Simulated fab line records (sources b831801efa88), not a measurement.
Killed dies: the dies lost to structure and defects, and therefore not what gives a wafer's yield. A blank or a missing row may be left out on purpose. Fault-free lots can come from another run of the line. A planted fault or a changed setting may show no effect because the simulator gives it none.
Which of the tools did it? / flow sky130 / 13 lots, 39 wafers sampled, at 5 steps of a route of 708

== WHAT THE GAUGES SHOWED, per wafer ==
SKY_FIELD_ISO_THK_MEAS_23. Usual: FIELD_ISO_OXIDATION_01_THK 10.00 nm, standard deviation 0.24.
lot=L384; measured=day 2 10:17; on=film-metro-01; FIELD_ISO_OXIDATION_01_THK (nm)=9.98 10.10 9.90; flag=
lot=L386; measured=day 2 16:39; on=film-metro-02; FIELD_ISO_OXIDATION_01_THK (nm)=10.01 10.14 9.98; flag=
lot=L387; measured=day 2 22:14; on=film-metro-03; FIELD_ISO_OXIDATION_01_THK (nm)=9.67 9.62 9.88; flag=
lot=L389; measured=day 3 09:58; on=film-metro-03; FIELD_ISO_OXIDATION_01_THK (nm)=9.75 10.00 9.92; flag=
lot=L390; measured=day 3 15:09; on=film-metro-02; FIELD_ISO_OXIDATION_01_THK (nm)=10.25 10.20 10.14; flag=
lot=L391; measured=day 3 21:48; on=film-metro-01; FIELD_ISO_OXIDATION_01_THK (nm)=9.96 10.10 9.78; flag=
lot=L392; measured=day 4 02:32; on=film-metro-03; FIELD_ISO_OXIDATION_01_THK (nm)=10.59 10.50 10.43; flag=
lot=L394; measured=day 4 11:45; on=film-metro-03; FIELD_ISO_OXIDATION_01_THK (nm)=10.06 9.87 9.94; flag=
lot=L395; measured=day 4 16:03; on=film-metro-01; FIELD_ISO_OXIDATION_01_THK (nm)=9.70 10.01 9.95; flag=
lot=L396; measured=day 4 21:39; on=film-metro-03; FIELD_ISO_OXIDATION_01_THK (nm)=9.98 9.97 10.11; flag=
lot=L397; measured=day 5 03:04; on=film-metro-02; FIELD_ISO_OXIDATION_01_THK (nm)=9.68 9.72 9.77; flag=
lot=L404; measured=day 6 17:06; on=film-metro-03; FIELD_ISO_OXIDATION_01_THK (nm)=10.33 10.21 10.29; flag=
lot=L406; measured=day 7 04:59; on=film-metro-02; FIELD_ISO_OXIDATION_01_THK (nm)=9.93 9.99 10.12; flag=

SKY_VT_ADJUST_HVTP_TW_MEAS_11. Usual: VT_ADJUST_HVTP_TW 1381, standard deviation 17.
lot=L384; measured=day 6 02:09; on=film-metro-03; VT_ADJUST_HVTP_TW=1357 1362 1366; flag=
lot=L386; measured=day 6 15:57; on=film-metro-03; VT_ADJUST_HVTP_TW=1366 1360 1363; flag=
lot=L387; measured=day 6 19:05; on=film-metro-04; VT_ADJUST_HVTP_TW=1408 1401 1411; flag=
lot=L389; measured=day 7 10:48; on=film-metro-03; VT_ADJUST_HVTP_TW=1368 1371 1371; flag=
lot=L390; measured=day 7 15:30; on=film-metro-03; VT_ADJUST_HVTP_TW=1366 1376 1368; flag=
lot=L391; measured=day 8 00:10; on=film-metro-03; VT_ADJUST_HVTP_TW=1367 1365 1359; flag=
lot=L392; measured=day 8 05:15; on=film-metro-04; VT_ADJUST_HVTP_TW=1391 1383 1388; flag=
lot=L394; measured=day 8 17:08; on=film-metro-04; VT_ADJUST_HVTP_TW=1389 1390 1395; flag=
lot=L395; measured=day 8 20:38; on=film-metro-04; VT_ADJUST_HVTP_TW=1398 1404 1396; flag=
lot=L396; measured=day 9 05:28; on=film-metro-02; VT_ADJUST_HVTP_TW=1349 1353 1362; flag=
lot=L397; measured=day 9 13:07; on=film-metro-04; VT_ADJUST_HVTP_TW=1392 1396 1390; flag=
lot=L404; measured=day 11 10:25; on=film-metro-03; VT_ADJUST_HVTP_TW=1287 1288 1282; flag=OFF
lot=L406; measured=day 12 06:48; on=film-metro-03; VT_ADJUST_HVTP_TW=1296 1295 1290; flag=OFF

SKY_SD_N_TW_MEAS_12. Usual: SD_N_TW 4034, standard deviation 55.
lot=L384; measured=day 27 20:58; on=film-metro-04; SD_N_TW=4114 4080 4095; flag=
lot=L386; measured=day 29 02:25; on=film-metro-03; SD_N_TW=4038 4034 4021; flag=
lot=L387; measured=day 29 02:31; on=film-metro-02; SD_N_TW=3956 3976 3957; flag=
lot=L389; measured=day 29 15:42; on=film-metro-04; SD_N_TW=4116 4122 4107; flag=
lot=L390; measured=day 29 23:09; on=film-metro-02; SD_N_TW=3960 3935 3967; flag=
lot=L391; measured=day 30 12:55; on=film-metro-04; SD_N_TW=4082 4072 4055; flag=
lot=L392; measured=day 30 16:03; on=film-metro-04; SD_N_TW=4081 4091 4067; flag=
lot=L394; measured=day 31 16:38; on=film-metro-04; SD_N_TW=4099 4105 4086; flag=
lot=L395; measured=day 31 16:15; on=film-metro-02; SD_N_TW=3993 3985 3976; flag=
lot=L396; measured=day 31 22:33; on=film-metro-04; SD_N_TW=4078 4081 4092; flag=
lot=L397; measured=day 32 16:25; on=film-metro-04; SD_N_TW=4089 4084 4082; flag=
lot=L404; measured=day 34 12:09; on=film-metro-04; SD_N_TW=4099 4119 4113; flag=
lot=L406; measured=day 36 02:06; on=film-metro-02; SD_N_TW=3974 3959 3974; flag=

== TOOL THAT RAN EACH LOT (tool first, then ch and the chambers of the sampled wafers, then the start) ==
lot=L384; SKY_VT_ADJUST_HVTP_IMPLANT_09=implanter-02 ch 0, day 6 01:54; SKY_SD_P_STRIP_10=plasma-asher-04 ch 0,1, day 25 10:13
lot=L386; SKY_VT_ADJUST_HVTP_IMPLANT_09=implanter-03 ch 0, day 6 15:44; SKY_SD_P_STRIP_10=plasma-asher-04 ch 0,1, day 26 16:22
lot=L387; SKY_VT_ADJUST_HVTP_IMPLANT_09=implanter-02 ch 0, day 6 18:50; SKY_SD_P_STRIP_10=plasma-asher-02 ch 0,1, day 26 16:37
lot=L389; SKY_VT_ADJUST_HVTP_IMPLANT_09=implanter-04 ch 0, day 7 10:35; SKY_SD_P_STRIP_10=plasma-asher-02 ch 0,1, day 27 05:32
lot=L390; SKY_VT_ADJUST_HVTP_IMPLANT_09=implanter-04 ch 0, day 7 15:15; SKY_SD_P_STRIP_10=plasma-asher-02 ch 0,1, day 27 13:48
lot=L391; SKY_VT_ADJUST_HVTP_IMPLANT_09=implanter-04 ch 0, day 7 23:57; SKY_SD_P_STRIP_10=plasma-asher-02 ch 0,1, day 28 03:46
lot=L392; SKY_VT_ADJUST_HVTP_IMPLANT_09=implanter-03 ch 0, day 8 05:02; SKY_SD_P_STRIP_10=plasma-asher-04 ch 0,1, day 28 06:32
lot=L394; SKY_VT_ADJUST_HVTP_IMPLANT_09=implanter-02 ch 0, day 8 16:53; SKY_SD_P_STRIP_10=plasma-asher-03 ch 0,1, day 29 07:15
lot=L395; SKY_VT_ADJUST_HVTP_IMPLANT_09=implanter-04 ch 0, day 8 20:23; SKY_SD_P_STRIP_10=plasma-asher-04 ch 0,1, day 29 06:57
lot=L396; SKY_VT_ADJUST_HVTP_IMPLANT_09=implanter-02 ch 0, day 9 05:15; SKY_SD_P_STRIP_10=plasma-asher-04 ch 0,1, day 29 13:00
lot=L397; SKY_VT_ADJUST_HVTP_IMPLANT_09=implanter-02 ch 0, day 9 12:54; SKY_SD_P_STRIP_10=plasma-asher-02 ch 0,1, day 30 08:23
lot=L404; SKY_VT_ADJUST_HVTP_IMPLANT_09=implanter-03 ch 0, day 11 10:10; SKY_SD_P_STRIP_10=plasma-asher-04 ch 0,1, day 32 07:28
lot=L406; SKY_VT_ADJUST_HVTP_IMPLANT_09=implanter-03 ch 0, day 12 06:33; SKY_SD_P_STRIP_10=plasma-asher-02 ch 0,1, day 33 21:34
- SKY_VT_ADJUST_HVTP_IMPLANT_09
- SKY_SD_P_STRIP_10: strips in O2/N2.

== AS READ BY THE TOOLS THEMSELVES (means over the sampled wafers that have a number; for cases with no such wafer, the mark the record gives instead) ==
SKY_SD_P_STRIP_10. Usual: drypump-motor-current-A 5.68 A, standard deviation 0.29; oes-product-au 0.617 a.u., standard deviation 0.0045; strip-time-to-endpoint-s 17.49 s, standard deviation 0.042.
lot=L384; tool=plasma-asher-04; drypump-motor-current-A (A)=5.73; oes-product-au (a.u.)=0.619; strip-time-to-endpoint-s (s)=17.45; flag=
lot=L386; tool=plasma-asher-04; drypump-motor-current-A (A)=5.62; oes-product-au (a.u.)=0.614; strip-time-to-endpoint-s (s)=17.45; flag=
lot=L387; tool=plasma-asher-02; drypump-motor-current-A (A)=5.54; oes-product-au (a.u.)=0.615; strip-time-to-endpoint-s (s)=17.51; flag=
lot=L389; tool=plasma-asher-02; drypump-motor-current-A (A)=5.51; oes-product-au (a.u.)=0.618; strip-time-to-endpoint-s (s)=17.47; flag=
lot=L390; tool=plasma-asher-02; drypump-motor-current-A (A)=5.55; oes-product-au (a.u.)=0.614; strip-time-to-endpoint-s (s)=17.47; flag=
lot=L391; tool=plasma-asher-02; drypump-motor-current-A (A)=5.51; oes-product-au (a.u.)=0.613; strip-time-to-endpoint-s (s)=17.49; flag=
lot=L392; tool=plasma-asher-04; drypump-motor-current-A (A)=5.64; oes-product-au (a.u.)=0.613; strip-time-to-endpoint-s (s)=17.54; flag=
lot=L394; tool=plasma-asher-03; drypump-motor-current-A (A)=5.70; oes-product-au (a.u.)=0.621; strip-time-to-endpoint-s (s)=17.47; flag=
lot=L395; tool=plasma-asher-04; drypump-motor-current-A (A)=5.60; oes-product-au (a.u.)=0.615; strip-time-to-endpoint-s (s)=17.52; flag=
lot=L396; tool=plasma-asher-04; drypump-motor-current-A (A)=5.64; oes-product-au (a.u.)=0.615; strip-time-to-endpoint-s (s)=17.53; flag=
lot=L397; tool=plasma-asher-02; drypump-motor-current-A (A)=5.53; oes-product-au (a.u.)=0.619; strip-time-to-endpoint-s (s)=17.51; flag=
lot=L404; tool=plasma-asher-04; drypump-motor-current-A (A)=5.64; oes-product-au (a.u.)=0.616; strip-time-to-endpoint-s (s)=17.49; flag=
lot=L406; tool=plasma-asher-02; drypump-motor-current-A (A)=5.54; oes-product-au (a.u.)=0.616; strip-time-to-endpoint-s (s)=17.50; flag=

== THE ANSWER, worked out from the rows above alone ==
Rule: a lot is off if the mean of its wafers that have a number lies more than 3 standard deviations from the usual mean. A lot without any number at a reading at which 4 lots or more have one is off too. Any other lot the step has rows for is counted as sound. Order of review: gauges by route order, followed by the tools' own readings, for which a lot's mean as printed above is used. The first step at which some lot is off is used, and at that step the reading that is off furthest; a lot without a number counts as furthest.
Off: at SKY_VT_ADJUST_HVTP_TW_MEAS_11 (VT_ADJUST_HVTP_TW), L404, L406.
A tool fits if, at a process step before that reading, it ran every lot that is off, and no sound lot after the first of them. The gauges at SKY_VT_ADJUST_HVTP_TW_MEAS_11 are tried like those tools. 2 tools fit, implanter-03 at SKY_VT_ADJUST_HVTP_IMPLANT_09 and film-metro-03 at SKY_VT_ADJUST_HVTP_TW_MEAS_11, so this cannot tell which one it is.

== WHAT THE SIMULATOR PUT IN ==
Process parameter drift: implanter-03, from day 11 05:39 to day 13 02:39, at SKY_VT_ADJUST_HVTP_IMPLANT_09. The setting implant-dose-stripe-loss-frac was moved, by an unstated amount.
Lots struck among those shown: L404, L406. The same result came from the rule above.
